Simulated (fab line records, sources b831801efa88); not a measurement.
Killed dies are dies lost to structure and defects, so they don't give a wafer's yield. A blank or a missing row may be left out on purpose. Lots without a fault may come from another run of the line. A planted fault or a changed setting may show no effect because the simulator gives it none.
fab line records | flow sky130
record lots=12 wafers=36 last_day=49
route steps=708 shown LDD_HVN@276 SD_N@356 LI_CONTACT@382
lots that met no fault: from a run of the same line without faults
start_h: hours from the record's first day to the start of the lot's first wafer shown | wait_h: hours since the lot's step before | " the same as in the row above | L1.1+2: a row that stands for several wafers | - no value, or no start given | * or withheld: withheld | < > ~ a bound
route shown NAME@n: a module of which the file shows steps, and the number in the route of the first | usual: mean/standard deviation of fault-free wafers | same: alike in all rows | chamber/n: place in a boat | sites: the reading at each site | _std_site: their standard deviation | _edge_site: outer sites' mean less inner sites' | radius_mm: how far each site lies from the wafer's centre | mask NAME#n: copy n | behind: the tool/chamber that last shaped the wafer | hold: why the lot was held/for how many hours/how that ended | device: the transistor (n, p or np) that didn't switch | end of line: the same wafers' tests at the end of the route | a step without rows: its recipe alone | killed: dies lost to structure and defects at the first sort, not the wafer's yield | map: a wafer's dies, x killed, . not, _ none there
set.NAME: the setting as run; set.NAME@STEP: as run at that earlier step | model.NAME: the simulator's own value behind a step, which no gauge read
steps of the route over a sample of lots; a table a step, a row a wafer
services: from which hour (start_h, from the record's first day; less than 0 if before it) a tool's chamber was out of use, for how many hours, and why
## steps
# step SKY_LDD_HVN_STRIP_09
# recipe chemistry=O2/N2 power_w=1400 pressure_mtorr=1500 platen_temp_c=withheld o2_flow_sccm=3000 n2_flow_sccm=300 overash_fraction=0.5
# usual drypump_motor_current_A=5.6/0.37 n2_flow_sccm=299.9/0.96 oes_product_au=0.408/0.0044 strip_time_to_endpoint_s=4.142/0.013
# columns lot.wafer tool chamber start_h wait_h drypump_motor_current_A n2_flow_sccm oes_product_au rf_hours_counter_h strip_time_to_endpoint_s
L264.2 plasma_asher-03 1 458.02 0.1 5.4 298.5 0.409 3 4.135
L264.3 " 0 " " 5.8 300.3 0.410 - 4.109
L264.6 " 0 " " 5.8 300.0 0.415 - 4.139
L267.3 plasma_asher-01 1 489.20 0.1 6.2 300.7 0.406 - 4.129
L267.4 " 0 " " 5.2 298.3 0.410 - 4.134
L267.6 " 1 " " 6.3 300.1 0.413 - 4.136
L268.1 plasma_asher-02 1 497.97 0.1 5.9 298.5 0.409 67 4.146
L268.4 " 0 " " 5.1 299.3 0.407 - 4.151
L268.5 " 1 " " 5.9 299.3 0.408 - 4.147
L269.1 plasma_asher-01 1 515.02 0.1 6.2 298.6 0.412 38 4.162
L269.2 " 0 " " 5.2 301.7 0.417 38 4.152
L269.4 " 0 " " 5.2 299.6 0.408 - 4.151
L270.1 plasma_asher-02 1 518.97 0.1 5.9 299.6 0.409 69 4.155
L270.4 " 0 " " 5.1 298.5 0.404 - 4.146
L270.5 " 1 " " 5.9 301.4 0.403 - 4.150
L272.2 plasma_asher-03 0 550.62 0.1 5.8 300.1 0.404 12 4.143
L272.4 " 0 " " 5.8 299.9 0.408 - 4.128
L272.6 " 1 " " 5.5 299.5 0.405 - 4.130
L273.2 plasma_asher-01 0 557.77 0.1 5.2 299.7 0.401 43 4.144
L273.4 " 0 " " 5.2 298.7 0.410 - 4.138
L273.5 " 0 " " 5.2 299.5 0.412 - 4.168
L277.1 plasma_asher-01 1 576.97 0.1 6.1 301.9 0.413 45 4.134
L277.2 " 0 " " 5.2 300.3 0.414 45 4.123
L277.6 " 0 " " 5.2 299.2 0.412 - 4.129
L279.3 plasma_asher-02 0 590.85 0.1 5.1 300.4 0.414 - 4.151
L279.4 " 1 " " 5.9 299.7 0.408 - 4.165
L279.6 " 0 " " 5.1 301.9 0.410 - 4.160
L282.1 plasma_asher-02 0 613.47 0.1 5.1 299.9 0.407 79 4.139
L282.3 " 0 " " 5.1 301.0 0.409 - 4.136
L282.5 " 1 " " 5.9 298.8 0.411 - 4.155
L284.1 plasma_asher-03 1 635.97 0.1 5.5 301.3 0.406 21 4.143
L284.2 " 0 " " 5.8 301.4 0.414 21 4.163
L284.6 " 1 " " 5.5 299.3 0.409 - 4.165
L286.2 plasma_asher-01 1 643.92 0.1 6.2 300.2 0.407 51 4.165
L286.4 " 0 " " 5.2 298.8 0.402 - 4.161
L286.5 " 1 " " 6.2 299.3 0.407 - 4.153
# step SKY_SD_N_RTA_14
# recipe temp_c=1075 time_s=2 idle_temp_c=650 ramp_up_c_per_s=150 ramp_down_c_per_s=90 ambient=N2
# usual lamp_power_pct=15.73/0.049 ramp_down_c_per_s=90.001/0.015 wafer_temp_C_max=1078.1/1.3
# columns lot.wafer tool chamber start_h wait_h lamp_power_pct ramp_down_c_per_s wafer_temp_C_max
L264.2 rtp_anneal-02 0 640.07 0.0 15.73 89.996 1077.8
L264.3 " 0 " " 15.72 89.992 1077.8
L264.6 " 0 " " 15.75 89.988 1080.8
L267.3 rtp_anneal-01 0 667.93 0.0 15.78 89.996 1081.2
L267.4 " 0 " " 15.76 89.980 1079.3
L267.6 " 0 " " 15.78 90.032 1080.8
L268.1 rtp_anneal-02 0 674.75 0.0 15.81 90.009 1076.6
L268.4 " 0 " " 15.76 89.995 1078.6
L268.5 " 0 " " 15.69 89.970 1076.4
L269.1 rtp_anneal-01 0 692.20 0.0 15.72 90.017 1079.0
L269.2 " 0 " " 15.65 89.992 1077.6
L269.4 " 0 " " 15.77 90.023 1077.5
L270.1 rtp_anneal-02 0 694.26 0.0 15.71 90.006 1081.6
L270.4 " 0 " " 15.68 89.995 1077.3
L270.5 " 0 " " 15.73 90.012 1079.4
L272.2 rtp_anneal-01 0 730.43 0.0 15.84 89.987 1078.8
L272.4 " 0 " " 15.66 90.016 1080.1
L272.6 " 0 " " 15.77 89.997 1078.2
L273.2 rtp_anneal-02 0 733.56 0.0 15.71 89.998 1078.3
L273.4 " 0 " " 15.81 90.029 1078.5
L273.5 " 0 " " 15.76 90.027 1076.9
L277.1 rtp_anneal-01 0 752.15 0.0 15.72 35.975 1077.9
L277.2 " 0 " " 15.80 35.997 1076.1
L277.6 " 0 " " 15.78 36.012 1077.2
L279.3 rtp_anneal-01 0 762.22 0.0 15.72 35.988 1079.9
L279.4 " 0 " " 15.74 35.989 1077.1
L279.6 " 0 " " 15.77 35.995 1078.8
L282.1 rtp_anneal-02 0 783.95 0.0 15.78 89.982 1077.6
L282.3 " 0 " " 15.72 89.998 1079.8
L282.5 " 0 " " 15.73 90.012 1076.9
L284.1 rtp_anneal-02 0 805.65 0.0 15.76 90.039 1076.9
L284.2 " 0 " " 15.78 90.021 1079.0
L284.6 " 0 " " 15.73 90.006 1078.1
L286.2 rtp_anneal-02 0 810.01 0.0 15.82 89.990 1077.1
L286.4 " 0 " " 15.70 89.990 1078.4
L286.5 " 0 " " 15.75 90.014 1076.4
# step SKY_LI_CONTACT_SPUTTER_20
# recipe material=TiN target_thk_nm=20 chamber_pressure_pa=5 power_w=4000 time_s=80
# usual throttle_valve_pct=30.3/1.1
# columns lot.wafer tool chamber start_h wait_h throttle_valve_pct
L264.2 pvd_sputter-04 - 669.74 0.0 30.3
L264.3 " - " " 30.1
L264.6 " - " " 30.4
L267.3 pvd_sputter-04 - 697.35 0.0 30.2
L267.4 " - " " 30.1
L267.6 " - " " 30.1
L268.1 pvd_sputter-01 - 703.72 0.0 29.4
L268.4 " - " " 27.5
L268.5 " - " " 28.4
L269.1 pvd_sputter-04 - 728.72 0.0 30.0
L269.2 " - " " 30.2
L269.4 " - " " 30.2
L270.1 pvd_sputter-02 - 729.76 0.0 30.3
L270.4 " - " " 30.3
L270.5 " - " " 31.5
L272.2 pvd_sputter-04 - 759.05 0.0 30.1
L272.4 " - " " 30.4
L272.6 " - " " 30.2
L273.2 pvd_sputter-01 - 762.34 0.0 27.6
L273.4 " - " " 28.7
L273.5 " - " " 28.6
L277.1 pvd_sputter-04 - 779.90 0.0 30.4
L277.2 " - " " 30.2
L277.6 " - " " 31.5
L279.3 pvd_sputter-04 - 790.96 0.0 30.2
L279.4 " - " " 30.5
L279.6 " - " " 29.8
L282.1 pvd_sputter-01 - 811.64 0.0 27.4
L282.3 " - " " 28.6
L282.5 " - " " 28.7
L284.1 pvd_sputter-02 - 833.64 0.0 30.2
L284.2 " - " " 30.7
L284.6 " - " " 30.6
L286.2 pvd_sputter-01 - 837.19 0.0 28.8
L286.4 " - " " 27.5
L286.5 " - " " 27.5
# step SKY_LI_CONTACT_CMP_24
# recipe stop_on=PSG t_overpolish_s=19.19 down_force_psi=3.5 platen_rpm=60 target_thk_nm=0 pad_velocity_m_s=0.94248
# usual motor_current_A=10.8/0.99 overpolish_run_s=19.190/0.009 time_to_endpoint_s=98/4.3
# same t_overpolish_s=19.19
# columns lot.wafer tool chamber start_h wait_h motor_current_A overpolish_run_s time_to_endpoint_s
L264.2 cmp-02 3 670.11 0.0 10.4 19.178 95
L264.3 " 2 " " 11.9 19.189 98
L264.6 " 0 " " 11.2 19.204 100
L267.4 cmp-02 0 697.82 0.1 11.2 19.198 99
L267.3 " 1 " " 9.0 19.178 103
L267.6 " 3 " " 10.6 19.170 94
L268.4 cmp-02 0 704.09 0.0 10.3 19.188 97
L268.1 " 2 " " 10.9 19.196 98
L268.5 " 0 " " 10.8 19.201 95
L269.1 cmp-02 1 729.27 0.2 9.1 19.190 100
L269.2 " 2 " " 11.5 19.186 92
L269.4 " 3 " " 11.0 19.199 89
L270.1 cmp-02 3 730.18 0.1 10.6 19.169 96
L270.4 " 0 " " 11.4 19.196 98
L270.5 " 3 " " 10.5 19.188 96
L272.2 cmp-01 3 759.53 0.2 10.8 19.188 92
L272.4 " 1 " " 9.2 19.179 94
L272.6 " 0 " " 11.7 19.188 98
L273.4 cmp-01 3 762.71 0.0 12.0 19.179 95
L273.2 " 0 " " 11.6 19.192 98
L273.5 " 0 " " 11.1 19.196 104
L277.1 cmp-01 3 780.32 0.1 11.5 19.174 91
L277.2 " 0 " " 12.3 19.191 101
L277.6 " 3 " " 11.6 19.198 91
L279.3 cmp-02 1 791.32 0.0 8.7 19.221 103
L279.4 " 2 " " 11.8 19.196 93
L279.6 " 2 " " 11.0 19.191 97
L282.1 cmp-02 2 812.00 0.1 12.2 19.186 96
L282.3 " 1 " " 9.1 19.197 103
L282.5 " 3 " " 10.5 19.199 95
L284.1 cmp-01 2 834.05 0.1 12.6 19.183 99
L284.2 " 3 " " 11.4 19.189 94
L284.6 " 2 " " 12.6 19.194 100
L286.2 cmp-02 0 837.65 0.1 11.4 19.196 97
L286.4 " 1 " " 9.3 19.183 99
L286.5 " 3 " " 10.7 19.182 92
## services
# columns tool chamber start_h hours kind
plasma_asher-02 - 439.91 0.7 repair
cmp-02 - 453.17 2.4 repair
plasma_asher-01 - 463.94 14.6 pm
plasma_asher-02 - 494.49 1.0 repair
cmp-01 - 502.10 7.5 pm
cmp-02 - 508.26 1.4 repair
cmp-01 - 513.44 0.9 repair
pvd_sputter-01 - 518.22 1.8 repair
cmp-01 - 572.00 4.0 pm
cmp-01 - 573.31 0.7 repair
cmp-01 - 580.23 0.9 repair
plasma_asher-02 - 605.98 1.0 repair
cmp-01 - 611.12 3.2 repair
plasma_asher-01 - 611.45 6.5 repair
cmp-01 - 638.13 2.5 repair
cmp-02 - 653.87 1.3 repair
pvd_sputter-04 - 663.84 1.7 repair
plasma_asher-01 - 667.50 5.7 repair
pvd_sputter-04 - 687.90 7.4 repair
rtp_anneal-01 - 702.02 0.8 repair
cmp-02 - 745.19 4.0 pm
cmp-02 - 749.19 4.9 pm
cmp-02 - 782.13 4.4 pm
plasma_asher-01 - 800.76 2.8 pm
## key
first_sign step=SKY_SD_N_RTA_14 reading=ramp_down_c_per_s direction=down sigmas=99+ usual=90.001 struck=35.993
effect none on later readings
met_at SKY_SD_N_RTA_14
struck_lots L277,L279
tester_left_out L277,L279
not_acting_at SKY_LDD_HVN_STRIP_09,SKY_LI_CONTACT_SPUTTER_20,SKY_LI_CONTACT_CMP_24
onset_between 730.43 752.15
fault kind=process_parameter_drift tool=rtp_anneal-01 chamber=- onset_h=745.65 steps=SKY_SD_N_RTA_14 channel=ramp_down_c_per_s offset=-54 shape=step end_h=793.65 acts_in=these_recipes_only stated=90
# tester_left_out: of these lots the tester's yield and bins aren't shown, on N5 and GAA mostly nor the transistor test; their killed dies are dies lost to structure and defects alone, not to doping, threshold or leakage, so they don't give the yield
